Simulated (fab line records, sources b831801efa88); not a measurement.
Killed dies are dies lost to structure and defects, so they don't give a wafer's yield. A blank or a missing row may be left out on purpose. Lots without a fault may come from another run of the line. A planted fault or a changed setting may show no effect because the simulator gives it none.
Which tool did it? | flow sky130 | 15 lots, 45 wafers sampled, at 4 steps of a route of 708

WHAT THE GAUGES READ, wafer by wafer
SKY_LI_CONTACT_BOW_MEAS_03. Usual: LI_CONTACT_BOW 56 um, standard deviation 6.2.
lot  | measured     | on            | LI_CONTACT_BOW (um) | flag
L936 | day 28 09:48 | film_metro-03 | 59 51 58            |
L937 | day 28 10:10 | film_metro-01 | 52 60 59            |
L938 | day 29 11:06 | film_metro-01 | 65 54 68            |
L940 | day 30 13:52 | film_metro-02 | 66 54 41            |
L942 | day 30 11:55 | film_metro-03 | 54 64 58            |
L941 | day 30 10:27 | film_metro-01 | 64 62 60            |
L943 | day 31 00:38 | film_metro-02 | 60 68 52            |
L944 | day 32 00:58 | film_metro-01 | 53 50 48            |
L946 | day 32 10:47 | film_metro-01 | 59 48 50            |
L948 | day 32 09:14 | film_metro-01 | 53 60 52            |
L950 | day 33 01:54 | film_metro-01 | 50 51 48            |
L951 | day 33 05:29 | film_metro-03 | 58 45 65            |
L952 | day 33 15:13 | film_metro-01 | 55 44 58            |
L957 | day 35 07:55 | film_metro-03 | 56 69 58            |
L958 | day 35 09:56 | film_metro-03 | 43 56 53            |

WHICH TOOL RAN EACH LOT (tool, then ch and the chambers of the sampled wafers, then the start)
lot  | SKY_GATE_OXIDE_STRIP_13              | SKY_LDD_LDN_STRIP_12                 | SKY_SD_P_DEVELOP_06
L936 | plasma_asher-01 ch 1, day 13 22:27   | plasma_asher-03 ch 0,1, day 23 08:04 | litho_track-04 ch 0, day 25 21:40
L937 | plasma_asher-01 ch 0,1, day 14 05:52 | plasma_asher-01 ch 0,1, day 23 08:26 | litho_track-04 ch 0, day 25 21:58
L938 | plasma_asher-01 ch 0,1, day 15 03:39 | plasma_asher-01 ch 0,1, day 24 12:17 | litho_track-02 ch 0, day 26 23:28
L940 | plasma_asher-03 ch 0, day 16 03:49   | plasma_asher-01 ch 0,1, day 25 13:59 | litho_track-02 ch 0, day 28 02:10
L942 | plasma_asher-01 ch 0,1, day 16 04:03 | plasma_asher-03 ch 0,1, day 25 13:48 | litho_track-04 ch 0, day 28 01:53
L941 | plasma_asher-03 ch 0,1, day 16 04:24 | plasma_asher-03 ch 0,1, day 25 13:05 | litho_track-01 ch 0, day 27 23:10
L943 | plasma_asher-02 ch 0,1, day 17 01:34 | plasma_asher-01 ch 0,1, day 26 04:06 | litho_track-02 ch 0, day 28 14:43
L944 | plasma_asher-02 ch 0,1, day 17 20:48 | plasma_asher-01 ch 0,1, day 27 02:19 | litho_track-01 ch 0, day 29 15:39
L946 | plasma_asher-01 ch 0,1, day 18 09:49 | plasma_asher-04 ch 0,1, day 27 13:49 | litho_track-01 ch 0, day 30 01:52
L948 | plasma_asher-01 ch 0,1, day 18 09:55 | plasma_asher-04 ch 1, day 27 14:41   | litho_track-01 ch 0, day 30 00:45
L950 | plasma_asher-01 ch 0,1, day 19 01:40 | plasma_asher-04 ch 0,1, day 28 07:25 | litho_track-01, day 30 17:13
L951 | plasma_asher-02 ch 0,1, day 19 12:39 | plasma_asher-04 ch 0,1, day 28 11:55 | litho_track-01, day 30 21:31
L952 | plasma_asher-03 ch 1, day 19 20:27   | plasma_asher-04 ch 0,1, day 28 22:47 | litho_track-02, day 31 07:58
L957 | plasma_asher-02 ch 0,1, day 21 20:01 | plasma_asher-04 ch 0,1, day 30 16:29 | litho_track-01 ch 0, day 33 00:40
L958 | plasma_asher-01 ch 0,1, day 21 21:34 | plasma_asher-01 ch 0,1, day 30 17:43 | litho_track-04 ch 0, day 33 02:18
- SKY_GATE_OXIDE_STRIP_13: strips in O2/N2.
- SKY_LDD_LDN_STRIP_12: strips in O2/N2.
- SKY_SD_P_DEVELOP_06: develop time 60 s.

WHAT THE TOOLS THEMSELVES READ (means of the sampled wafers that have a number; where no wafer has one, the mark that the record gives instead)
SKY_GATE_OXIDE_STRIP_13. Usual: drypump_motor_current_A 5.7 A, standard deviation 0.51; oes_product_au 0.716 a.u., standard deviation 0.0048; strip_time_to_endpoint_s 14.23 s, standard deviation 0.04.
lot  | tool            | drypump_motor_current_A (A) | oes_product_au (a.u.) | strip_time_to_endpoint_s (s) | flag
L936 | plasma_asher-01 | 6.3                         | 0.719                 | 14.16                        |
L937 | plasma_asher-01 | 5.5                         | 0.715                 | 14.15                        |
L938 | plasma_asher-01 | 5.9                         | 0.721                 | 14.19                        |
L940 | plasma_asher-03 | 4.9                         | 0.712                 | 14.24                        |
L942 | plasma_asher-01 | 5.9                         | 0.718                 | 14.22                        |
L941 | plasma_asher-03 | 5.5                         | 0.711                 | 14.30                        |
L943 | plasma_asher-02 | 5.9                         | 0.715                 | 14.26                        |
L944 | plasma_asher-02 | 5.9                         | 0.716                 | 14.23                        |
L946 | plasma_asher-01 | 5.9                         | 0.716                 | 14.24                        |
L948 | plasma_asher-01 | 5.5                         | 0.722                 | 14.26                        |
L950 | plasma_asher-01 | 5.9                         | 0.715                 | 14.23                        |
L951 | plasma_asher-02 | 5.9                         | 0.714                 | 14.28                        |
L952 | plasma_asher-03 | 5.8                         | 0.715                 | 14.22                        |
L957 | plasma_asher-02 | 5.9                         | 0.712                 | 14.19                        |
L958 | plasma_asher-01 | 5.5                         | 0.718                 | 14.26                        |

SKY_LDD_LDN_STRIP_12. Usual: drypump_motor_current_A 5.6 A, standard deviation 0.62; oes_product_au 0.716 a.u., standard deviation 0.0044; strip_time_to_endpoint_s 14.19 s, standard deviation 0.036.
lot  | tool            | drypump_motor_current_A (A) | oes_product_au (a.u.) | strip_time_to_endpoint_s (s) | flag
L936 | plasma_asher-03 | 5.2                         | 0.711                 | 14.19                        |
L937 | plasma_asher-01 | 5.6                         | 0.712                 | 14.17                        |
L938 | plasma_asher-01 | 5.9                         | 0.715                 | 14.19                        |
L940 | plasma_asher-01 | 5.9                         | 0.712                 | 14.21                        |
L942 | plasma_asher-03 | 5.1                         | 0.719                 | 14.19                        |
L941 | plasma_asher-03 | 5.5                         | 0.713                 | 14.19                        |
L943 | plasma_asher-01 | 5.9                         | 0.718                 | 14.23                        |
L944 | plasma_asher-01 | 5.6                         | 0.716                 | 14.18                        |
L946 | plasma_asher-04 | 5.8                         | 0.714                 | 14.15                        |
L948 | plasma_asher-04 | 6.2                         | 0.716                 | 14.21                        |
L950 | plasma_asher-04 | 5.8                         | 0.716                 | 14.22                        |
L951 | plasma_asher-04 | 5.8                         | 0.715                 | 14.22                        |
L952 | plasma_asher-04 | 5.3                         | 0.719                 | 14.19                        |
L957 | plasma_asher-04 | 5.3                         | 0.719                 | 14.24                        |
L958 | plasma_asher-01 | 5.9                         | 0.716                 | 14.11                        |

SKY_SD_P_DEVELOP_06. Usual: chill_plate_temp_C 23.00 C, standard deviation 0.12; developer_temp_C 23.00 C, standard deviation 0.11.
lot  | tool           | chill_plate_temp_C (C) | developer_temp_C (C) | flag
L936 | litho_track-04 | 23.08                  | 23.13                |
L937 | litho_track-04 | 22.99                  | 23.12                |
L938 | litho_track-02 | 22.93                  | 22.85                |
L940 | litho_track-02 | 22.94                  | 23.02                |
L942 | litho_track-04 | 23.12                  | 23.04                |
L941 | litho_track-01 | 22.98                  | 22.84                |
L943 | litho_track-02 | 23.11                  | 23.12                |
L944 | litho_track-01 | 23.01                  | 23.09                |
L946 | litho_track-01 | 22.93                  | 22.94                |
L948 | litho_track-01 | 23.04                  | 23.04                |
L950 | litho_track-01 | -                      | -                    | OFF
L951 | litho_track-01 | -                      | -                    | OFF
L952 | litho_track-02 | -                      | -                    | OFF
L957 | litho_track-01 | 22.95                  | 22.96                |
L958 | litho_track-04 | 23.10                  | 22.96                |

THE ANSWER, worked out from the rows above alone
Rule: a lot is off if the mean of its wafers that have a number lies more than 3 standard deviations from the usual mean. A lot without any number at a reading at which 4 lots or more have one is off too. The other lots that the step has rows for count as sound. The gauges are gone through in route order, then the tools' own readings, and for those a lot's mean is taken as printed above. The first step at which some lot is off is used, and at that step the reading that is off furthest; a lot without a number counts as furthest.
Off: L950, L951, L952, at SKY_SD_P_DEVELOP_06 (chill_plate_temp_C). Without a number there: L950, L951, L952.
A tool fits if, at that step or a process step before it, it ran every lot that is off, and no sound lot after the first of them. None of those tried fits.

WHAT THE SIMULATOR HAD PUT IN
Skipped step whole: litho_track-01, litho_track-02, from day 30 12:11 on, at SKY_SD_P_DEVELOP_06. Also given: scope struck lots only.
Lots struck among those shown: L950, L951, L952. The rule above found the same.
